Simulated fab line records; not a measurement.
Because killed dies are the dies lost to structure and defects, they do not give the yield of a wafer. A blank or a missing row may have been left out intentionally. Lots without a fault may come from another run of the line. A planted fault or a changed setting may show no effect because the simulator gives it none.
Which tool did it? / flow gf180mcu / 36 wafers from 12 lots sampled at 4 of the route's 602 steps

== WHAT THE GAUGES SHOWED, per wafer ==
GF_V2_CD_MEAS_14: the cd target is 260 nm. Usual: cd_nm at 260.3 nm, with a standard deviation of 1.2.
lot=L594; measured=day 20 14:02; on=cd_sem-02; cd_nm (nm)=258.8 259.3 259.3; flag=
lot=L597; measured=day 21 19:58; on=cd_sem-02; cd_nm (nm)=259.6 258.9 260.0; flag=
lot=L599; measured=day 22 20:21; on=cd_sem-01; cd_nm (nm)=252.4 251.8 252.0; flag=OFF
lot=L602; measured=day 23 08:39; on=cd_sem-02; cd_nm (nm)=252.9 252.4 252.7; flag=OFF
lot=L608; measured=day 26 01:02; on=cd_sem-02; cd_nm (nm)=261.4 261.0 260.2; flag=
lot=L609; measured=day 26 01:05; on=cd_sem-01; cd_nm (nm)=261.2 261.5 261.3; flag=
lot=L610; measured=day 26 06:04; on=cd_sem-01; cd_nm (nm)=261.4 261.8 260.4; flag=
lot=L611; measured=day 26 22:32; on=cd_sem-02; cd_nm (nm)=260.9 259.7 260.0; flag=
lot=L612; measured=day 26 23:52; on=cd_sem-02; cd_nm (nm)=258.5 258.7 257.1; flag=
lot=L613; measured=day 27 04:43; on=cd_sem-02; cd_nm (nm)=261.0 261.2 260.8; flag=
lot=L614; measured=day 27 16:28; on=cd_sem-02; cd_nm (nm)=262.4 260.9 261.8; flag=
lot=L616; measured=day 27 21:53; on=cd_sem-01; cd_nm (nm)=260.4 259.3 258.6; flag=

== WHAT TOOL EACH LOT RAN ON (gives the tool, then ch and the chambers of the sampled wafers, and finally the start) ==
lot=L594; GF_M2_SPUTTER_00=pvd_sputter-04, day 18 13:16; GF_V2_CMP_04=cmp-02 ch 0,1,3, day 19 14:17; GF_V2_PEB_12=litho_track-04 ch 0, day 20 13:42
lot=L597; GF_M2_SPUTTER_00=pvd_sputter-04, day 19 17:53; GF_V2_CMP_04=cmp-01 ch 0,2,3, day 20 19:28; GF_V2_PEB_12=litho_track-04 ch 0, day 21 19:37
lot=L599; GF_M2_SPUTTER_00=pvd_sputter-04, day 20 18:56; GF_V2_CMP_04=cmp-01 ch 0,2,3, day 21 20:40; GF_V2_PEB_12=litho_track-04 ch 0, day 22 20:02
lot=L602; GF_M2_SPUTTER_00=pvd_sputter-01, day 21 11:04; GF_V2_CMP_04=cmp-01 ch 1,2,3, day 22 10:55; GF_V2_PEB_12=litho_track-04 ch 0, day 23 08:20
lot=L608; GF_M2_SPUTTER_00=pvd_sputter-03, day 24 03:47; GF_V2_CMP_04=cmp-01 ch 1,2,3, day 25 02:52; GF_V2_PEB_12=litho_track-03 ch 0, day 26 00:41
lot=L609; GF_M2_SPUTTER_00=pvd_sputter-01, day 24 03:52; GF_V2_CMP_04=cmp-01 ch 1,2,3, day 25 03:19; GF_V2_PEB_12=litho_track-04 ch 0, day 26 00:44
lot=L610; GF_M2_SPUTTER_00=pvd_sputter-01, day 24 08:44; GF_V2_CMP_04=cmp-02 ch 0,1,2, day 25 08:18; GF_V2_PEB_12=litho_track-04 ch 0, day 26 05:43
lot=L611; GF_M2_SPUTTER_00=pvd_sputter-04, day 25 02:18; GF_V2_CMP_04=cmp-01 ch 1,2, day 26 01:19; GF_V2_PEB_12=litho_track-04 ch 0, day 26 22:11
lot=L612; GF_M2_SPUTTER_00=pvd_sputter-01, day 25 04:33; GF_V2_CMP_04=cmp-02 ch 0,2,3, day 26 03:13; GF_V2_PEB_12=litho_track-04 ch 0, day 26 23:31
lot=L613; GF_M2_SPUTTER_00=pvd_sputter-03, day 25 09:38; GF_V2_CMP_04=cmp-02 ch 1,2, day 26 07:59; GF_V2_PEB_12=litho_track-04 ch 0, day 27 04:22
lot=L614; GF_M2_SPUTTER_00=pvd_sputter-03, day 25 22:31; GF_V2_CMP_04=cmp-01 ch 2,3, day 26 20:19; GF_V2_PEB_12=litho_track-03 ch 0, day 27 16:07
lot=L616; GF_M2_SPUTTER_00=pvd_sputter-04, day 26 03:37; GF_V2_CMP_04=cmp-01 ch 0,2, day 27 01:29; GF_V2_PEB_12=litho_track-03 ch 0, day 27 21:32
- GF_M2_SPUTTER_00: material Ti, target thk 37.5 nm, time 150 s.
- GF_V2_CMP_04: polishes SiO2.
- GF_V2_PEB_12: peb time 90 s.

== AS READ BY THE TOOLS THEMSELVES (means over the sampled wafers that have a number; for cases with no such wafer, the mark the record gives instead) ==
GF_M2_SPUTTER_00. Usual: throttle_valve_pct at 29.9 %, with a standard deviation of 0.68.
lot=L594; tool=pvd_sputter-04; throttle_valve_pct (%)=30.3; flag=
lot=L597; tool=pvd_sputter-04; throttle_valve_pct (%)=30.4; flag=
lot=L599; tool=pvd_sputter-04; throttle_valve_pct (%)=30.4; flag=
lot=L602; tool=pvd_sputter-01; throttle_valve_pct (%)=30.1; flag=
lot=L608; tool=pvd_sputter-03; throttle_valve_pct (%)=29.7; flag=
lot=L609; tool=pvd_sputter-01; throttle_valve_pct (%)=29.6; flag=
lot=L610; tool=pvd_sputter-01; throttle_valve_pct (%)=30.2; flag=
lot=L611; tool=pvd_sputter-04; throttle_valve_pct (%)=29.7; flag=
lot=L612; tool=pvd_sputter-01; throttle_valve_pct (%)=30.2; flag=
lot=L613; tool=pvd_sputter-03; throttle_valve_pct (%)=29.5; flag=
lot=L614; tool=pvd_sputter-03; throttle_valve_pct (%)=29.8; flag=
lot=L616; tool=pvd_sputter-04; throttle_valve_pct (%)=29.9; flag=

GF_V2_CMP_04. Usual: head_pressure_psi 4.001 psi, standard deviation 0.0079; motor_current_A 11.9 A, standard deviation 1.2; time_to_endpoint_s 79 s, standard deviation 5.
lot=L594; tool=cmp-02; head_pressure_psi (psi)=3.999; motor_current_A (A)=12.2; time_to_endpoint_s (s)=84; flag=
lot=L597; tool=cmp-01; head_pressure_psi (psi)=4.002; motor_current_A (A)=11.6; time_to_endpoint_s (s)=70; flag=
lot=L599; tool=cmp-01; head_pressure_psi (psi)=4.001; motor_current_A (A)=11.5; time_to_endpoint_s (s)=83; flag=
lot=L602; tool=cmp-01; head_pressure_psi (psi)=4.005; motor_current_A (A)=12.6; time_to_endpoint_s (s)=75; flag=
lot=L608; tool=cmp-01; head_pressure_psi (psi)=4.001; motor_current_A (A)=12.7; time_to_endpoint_s (s)=84; flag=
lot=L609; tool=cmp-01; head_pressure_psi (psi)=4.001; motor_current_A (A)=12.8; time_to_endpoint_s (s)=78; flag=
lot=L610; tool=cmp-02; head_pressure_psi (psi)=4.004; motor_current_A (A)=11.5; time_to_endpoint_s (s)=75; flag=
lot=L611; tool=cmp-01; head_pressure_psi (psi)=3.996; motor_current_A (A)=11.9; time_to_endpoint_s (s)=82; flag=
lot=L612; tool=cmp-02; head_pressure_psi (psi)=4.005; motor_current_A (A)=11.3; time_to_endpoint_s (s)=74; flag=
lot=L613; tool=cmp-02; head_pressure_psi (psi)=4.004; motor_current_A (A)=11.2; time_to_endpoint_s (s)=73; flag=
lot=L614; tool=cmp-01; head_pressure_psi (psi)=4.008; motor_current_A (A)=11.7; time_to_endpoint_s (s)=84; flag=
lot=L616; tool=cmp-01; head_pressure_psi (psi)=3.993; motor_current_A (A)=10.8; time_to_endpoint_s (s)=80; flag=

GF_V2_PEB_12. Usual: chill_plate_temp_C 22.99 C, standard deviation 0.1; heater_power_total_W 85.70 W, standard deviation 0.085; plate_temp_C 135.01 C, standard deviation 0.13.
lot=L594; tool=litho_track-04; chill_plate_temp_C (C)=23.03; heater_power_total_W (W)=85.68; plate_temp_C (C)=135.00; flag=
lot=L597; tool=litho_track-04; chill_plate_temp_C (C)=23.07; heater_power_total_W (W)=85.70; plate_temp_C (C)=134.87; flag=
lot=L599; tool=litho_track-04; chill_plate_temp_C (C)=22.95; heater_power_total_W (W)=83.61; plate_temp_C (C)=132.59; flag=OFF
lot=L602; tool=litho_track-04; chill_plate_temp_C (C)=23.04; heater_power_total_W (W)=83.59; plate_temp_C (C)=132.61; flag=OFF
lot=L608; tool=litho_track-03; chill_plate_temp_C (C)=22.94; heater_power_total_W (W)=85.72; plate_temp_C (C)=134.99; flag=
lot=L609; tool=litho_track-04; chill_plate_temp_C (C)=23.08; heater_power_total_W (W)=85.71; plate_temp_C (C)=135.16; flag=
lot=L610; tool=litho_track-04; chill_plate_temp_C (C)=22.90; heater_power_total_W (W)=85.72; plate_temp_C (C)=134.93; flag=
lot=L611; tool=litho_track-04; chill_plate_temp_C (C)=23.10; heater_power_total_W (W)=85.67; plate_temp_C (C)=135.01; flag=
lot=L612; tool=litho_track-04; chill_plate_temp_C (C)=22.99; heater_power_total_W (W)=85.70; plate_temp_C (C)=134.89; flag=
lot=L613; tool=litho_track-04; chill_plate_temp_C (C)=22.91; heater_power_total_W (W)=85.61; plate_temp_C (C)=134.94; flag=
lot=L614; tool=litho_track-03; chill_plate_temp_C (C)=22.88; heater_power_total_W (W)=85.69; plate_temp_C (C)=134.94; flag=
lot=L616; tool=litho_track-03; chill_plate_temp_C (C)=23.14; heater_power_total_W (W)=85.73; plate_temp_C (C)=134.94; flag=

== THE ANSWER, worked out from the rows above alone ==
Rule: lot off if the mean of its wafers having a number is beyond 3 standard deviations from the usual mean. Also off: a lot with no number at a reading for which 4 or more lots have one. Where the step has rows for the other lots, those lots are counted as sound. The gauges are gone through in route order, then the tools' own readings, and for those a lot's mean is taken as printed above. At the first step where some lot is off, the reading lying furthest off is the one used; lots without a number count as furthest.
Off: L599, L602, at GF_V2_CD_MEAS_14 (cd_nm).
A tool fits if, at a process step before that reading, it ran every lot that is off, and no sound lot after the first of them. The gauges at GF_V2_CD_MEAS_14 aren't tried: what is off there is off at GF_V2_PEB_12 too, on other tools, and a gauge's error can't cause that. None of those tried fits.

== WHAT THE SIMULATOR PUT IN ==
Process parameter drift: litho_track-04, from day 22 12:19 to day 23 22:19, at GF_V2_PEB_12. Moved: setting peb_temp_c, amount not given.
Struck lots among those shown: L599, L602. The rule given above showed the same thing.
